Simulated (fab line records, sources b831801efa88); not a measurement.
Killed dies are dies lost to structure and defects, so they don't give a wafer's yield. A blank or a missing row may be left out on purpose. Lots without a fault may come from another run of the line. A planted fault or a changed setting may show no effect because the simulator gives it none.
fab line records | flow sky130 | part 2 of 2: steps 26 to 35 of 35
record lots=5 wafers=15 last_day=50
route steps=708 shown VIA1@465 METAL2@483
lots that met no fault: from a run of the same line without faults
start_h: hours from the record's first day to the start of the lot's first wafer shown | wait_h: hours since the lot's step before | " the same as in the row above | L1.1+2: a row that stands for several wafers | - no value, or no start given | * or withheld: withheld | < > ~ a bound
route shown NAME@n: a module of which the file shows steps, and the number in the route of the first | usual: mean/standard deviation of fault-free wafers | same: alike in all rows | chamber/n: place in a boat | sites: the reading at each site | _std_site: their standard deviation | _edge_site: outer sites' mean less inner sites' | radius_mm: how far each site lies from the wafer's centre | mask NAME#n: copy n | behind: the tool/chamber that last shaped the wafer | hold: why the lot was held/for how many hours/how that ended | device: the transistor (n, p or np) that didn't switch | end of line: the same wafers' tests at the end of the route | a step without rows: its recipe alone | killed: dies lost to structure and defects at the first sort, not the wafer's yield | map: a wafer's dies, x killed, . not, _ none there
set.NAME: the setting as run; set.NAME@STEP: as run at that earlier step | model.NAME: the simulator's own value behind a step, which no gauge read
lots at some steps of the route; a table a step, a row a wafer
services: from which hour (start_h, from the record's first day; less than 0 if before it) a tool's chamber was out of use, for how many hours, and why
## steps
# step SKY_METAL2_DEHYDRATE_07
# recipe temp_c=200 time_s=60
# usual exhaust_pa=45.0/0.97
# columns lot.wafer tool chamber start_h wait_h exhaust_pa
L076.4 litho_track-01 0 828.87 11.8 44.8
L076.5 " 0 " " 44.5
L076.6 " 0 " " 44.4
L084.1 litho_track-03 0 884.76 11.4 44.0
L084.2 " 0 " " 43.5
L084.3 " 0 " " 44.1
L090.2 litho_track-02 0 925.61 12.2 45.2
L090.4 " 0 " " 45.6
L090.6 " 0 " " 44.1
L093.1 litho_track-01 0 941.94 11.4 45.6
L093.4 " 0 " " 45.0
L093.5 " 0 " " 45.8
L096.1 litho_track-01 0 962.20 11.4 44.0
L096.2 " 0 " " 45.1
L096.3 " 0 " " 43.8
# step SKY_METAL2_HMDS_08
# recipe prime_time_s=60 prime_temp_c=120
# usual exhaust_pa=45.0/0.87
# columns lot.wafer tool chamber start_h wait_h exhaust_pa
L076.4 litho_track-01 0 829.02 0.1 45.3
L076.5 " 0 " " 44.1
L076.6 " 0 " " 44.1
L084.1 litho_track-03 0 884.91 0.1 44.5
L084.2 " 0 " " 45.2
L084.3 " 0 " " 44.8
L090.2 litho_track-02 0 925.76 0.1 44.8
L090.4 " 0 " " 43.6
L090.6 " 0 " " 44.2
L093.1 litho_track-01 0 942.09 0.1 45.7
L093.4 " 0 " " 44.5
L093.5 " 0 " " 45.0
L096.1 litho_track-01 0 962.35 0.1 44.8
L096.2 " 0 " " 44.8
L096.3 " 0 " " 45.5
# step SKY_METAL2_COAT_09
# recipe resist=BARC temp_c=withheld time_s=withheld spin_rpm=3000 resist_thk_nm=60
# usual exhaust_pa=45.1/0.82 spin_speed_rpm=3000.0/2
# columns lot.wafer tool chamber start_h wait_h exhaust_pa spin_speed_rpm
L076.4 litho_track-01 0 829.17 0.1 46.4 3000.8
L076.5 " 0 " " 44.6 2998.4
L076.6 " 0 " " 45.0 3000.3
L084.1 litho_track-03 0 885.06 0.1 45.8 2999.0
L084.2 " 0 " " 44.5 2999.8
L084.3 " 0 " " 45.9 3001.7
L090.2 litho_track-02 0 925.91 0.1 45.5 3000.7
L090.4 " 0 " " 45.5 2998.0
L090.6 " 0 " " 45.3 2999.0
L093.1 litho_track-01 0 942.24 0.1 44.4 2999.8
L093.4 " 0 " " 44.5 2999.7
L093.5 " 0 " " 44.9 2998.7
L096.1 litho_track-01 0 962.50 0.1 45.2 2999.2
L096.2 " 0 " " 45.6 2996.7
L096.3 " 0 " " 44.6 2997.0
# step SKY_METAL2_COAT_10
# recipe resist=KrF-thick spin_rpm=3000 resist_thk_nm=450
# usual exhaust_pa=45.0/0.94 spin_speed_rpm=2999.9/1.8
# columns lot.wafer tool chamber start_h wait_h exhaust_pa spin_speed_rpm
L076.4 litho_track-01 0 - - 45.0 3001.4
L076.5 " 0 " " 44.4 2999.9
L076.6 " 0 " " 44.6 2999.7
L084.1 litho_track-03 0 - - 45.7 2999.7
L084.2 " 0 " " 46.0 3000.2
L084.3 " 0 " " 44.7 2999.5
L090.2 litho_track-02 0 - - 44.1 2996.3
L090.4 " 0 " " 43.9 2999.5
L090.6 " 0 " " 45.2 3002.2
L093.1 litho_track-01 0 - - 45.1 3000.7
L093.4 " 0 " " 43.7 3000.6
L093.5 " 0 " " 44.8 3000.4
L096.1 litho_track-01 0 - - 46.7 2997.9
L096.2 " 0 " " 46.5 2997.8
L096.3 " 0 " " 45.6 2998.1
# step SKY_METAL2_SOFTBAKE_11
# recipe temp_c=101 time_s=90 resist=KrF-thick
# usual exhaust_pa=45.0/0.77
# columns lot.wafer tool chamber start_h wait_h exhaust_pa
L076.4 litho_track-01 0 - - 45.2
L076.5 " 0 " " 44.9
L076.6 " 0 " " 45.4
L084.1 litho_track-03 0 - - 46.6
L084.2 " 0 " " 43.9
L084.3 " 0 " " 45.7
L090.2 litho_track-02 0 - - 43.5
L090.4 " 0 " " 44.4
L090.6 " 0 " " 43.3
L093.1 litho_track-01 0 - - 44.6
L093.4 " 0 " " 44.3
L093.5 " 0 " " 45.5
L096.1 litho_track-01 0 - - 44.8
L096.2 " 0 " " 47.5
L096.3 " 0 " " 44.7
# step SKY_METAL2_EXPOSE_12
# recipe mask_id=MM2 na=0.8 source_shape=annular sigma_inner=0.55 sigma_outer=0.85 target_cd_nm=140 dose_mj=28
# usual focus_offset_nm=-0.1/0.53
# columns lot.wafer tool chamber start_h wait_h mask focus_offset_nm
L076.4 krf_scanner-02 0 - - MM2#0 0.7
L076.5 " 0 " " MM2#0 0.1
L076.6 " 0 " " MM2#0 0.5
L084.1 krf_scanner-01 0 - - MM2#0 -0.7
L084.2 " 0 " " MM2#0 0.3
L084.3 " 0 " " MM2#0 -0.1
L090.2 krf_scanner-02 0 - - MM2#0 0.5
L090.4 " 0 " " MM2#0 -0.5
L090.6 " 0 " " MM2#0 0.2
L093.1 krf_scanner-02 0 - - MM2#0 -0.7
L093.4 " 0 " " MM2#0 -0.8
L093.5 " 0 " " MM2#0 -0.6
L096.1 krf_scanner-02 0 - - MM2#0 -0.4
L096.2 " 0 " " MM2#0 -0.3
L096.3 " 0 " " MM2#0 -0.2
# step SKY_METAL2_PEB_13
# recipe peb_temp_c=withheld peb_time_s=withheld resist=KrF-thick
# usual exhaust_pa=45.0/0.97
# columns lot.wafer tool chamber start_h wait_h exhaust_pa
L076.4 litho_track-01 0 - - 45.0
L076.5 " 0 " " 45.3
L076.6 " 0 " " 45.1
L084.1 litho_track-03 0 - - 44.6
L084.2 " 0 " " 44.9
L084.3 " 0 " " 43.8
L090.2 litho_track-01 0 - - 45.5
L090.4 " 0 " " 46.6
L090.6 " 0 " " 45.0
L093.1 litho_track-01 0 - - 43.8
L093.4 " 0 " " 44.7
L093.5 " 0 " " 44.7
L096.1 litho_track-03 0 - - 45.5
L096.2 " 0 " " 46.5
L096.3 " 0 " " 45.2
# step SKY_METAL2_DEVELOP_14
# recipe develop_time_s=58.2 resist=KrF-thick dev_temp_c=21
# usual exhaust_pa=45.3/0.8
# same develop_time_s=58.2
# columns lot.wafer tool chamber start_h wait_h exhaust_pa
L076.4 litho_track-01 0 - - 45.2
L076.5 " 0 " " 45.3
L076.6 " 0 " " 44.3
L084.1 litho_track-03 0 - - 43.9
L084.2 " 0 " " 44.8
L084.3 " 0 " " 45.7
L090.2 litho_track-01 0 - - 45.6
L090.4 " 0 " " 46.1
L090.6 " 0 " " 46.3
L093.1 litho_track-01 0 - - 45.1
L093.4 " 0 " " 44.4
L093.5 " 0 " " 44.4
L096.1 litho_track-03 0 - - 44.9
L096.2 " 0 " " 45.7
L096.3 " 0 " " 45.2
# step SKY_METAL2_CD_MEAS_15
# recipe target_cd_nm=140
# usual cd_nm=139.7/1.1
# columns lot.wafer tool chamber start_h wait_h cd_nm
L076.4 cd_sem-02 - 843.25 - 140.8
L076.5 " - " " 139.8
L076.6 " - " " 140.3
L084.1 cd_sem-01 - 898.46 - 138.5
L084.2 " - " " 138.3
L084.3 " - " " 140.2
L090.2 cd_sem-02 - 938.11 - 140.6
L090.4 " - " " 140.4
L090.6 " - " " 141.2
L093.1 cd_sem-01 - 954.60 - 139.5
L093.4 " - " " 140.0
L093.5 " - " " 138.8
L096.1 cd_sem-02 - 975.28 - 141.9
L096.2 " - " " 142.4
L096.3 " - " " 140.9
# step SKY_METAL2_OVL_MEAS_16
# usual METAL2_OVL=0/5.8
# columns lot.wafer tool chamber start_h wait_h METAL2_OVL[nm]
L076.4 overlay-01 - 843.33 0.1 4
L076.5 " - " " -3
L076.6 " - " " 1
L084.1 overlay-01 - 898.58 0.1 2
L084.2 " - " " -2
L084.3 " - " " 2
L090.2 overlay-01 - 938.22 0.1 1
L090.4 " - " " 1
L090.6 " - " " 5
L093.1 overlay-01 - 954.72 0.1 -1
L093.4 " - " " -4
L093.5 " - " " -9
L096.1 overlay-02 - 975.40 0.1 -1
L096.2 " - " " 2
L096.3 " - " " 0
## services
# columns tool chamber start_h hours kind
rie_diel-02 3 789.02 4.9 repair
cvd_w-01 1 789.14 8.0 repair
krf_scanner-02 - 791.28 0.3 repair
wet_bench-03 - 798.88 5.4 repair
pvd_sputter-01 - 809.19 6.6 repair
cvd_w-01 - 812.46 0.5 repair
krf_scanner-02 - 819.54 2.4 repair
krf_scanner-02 - 821.93 1.0 pm
krf_scanner-02 - 824.91 4.4 pm
rie_diel-02 0 835.49 1.5 repair
krf_scanner-01 - 841.84 4.0 pm
krf_scanner-01 - 845.86 0.8 pm
cmp-02 - 849.64 0.9 repair
krf_scanner-01 - 859.28 0.8 pm
rie_diel-02 - 867.90 14.6 pm
krf_scanner-02 - 879.87 0.8 pm
rie_diel-02 1 896.29 9.5 repair
krf_scanner-02 - 905.71 4.0 pm
pvd_sputter-01 - 924.37 6.0 repair
krf_scanner-02 - 928.78 1.3 pm
krf_scanner-02 - 933.87 0.8 pm
pvd_sputter-01 - 941.47 0.8 repair
rie_diel-02 3 964.56 14.0 repair
rie_diel-02 1 972.04 44.8 repair
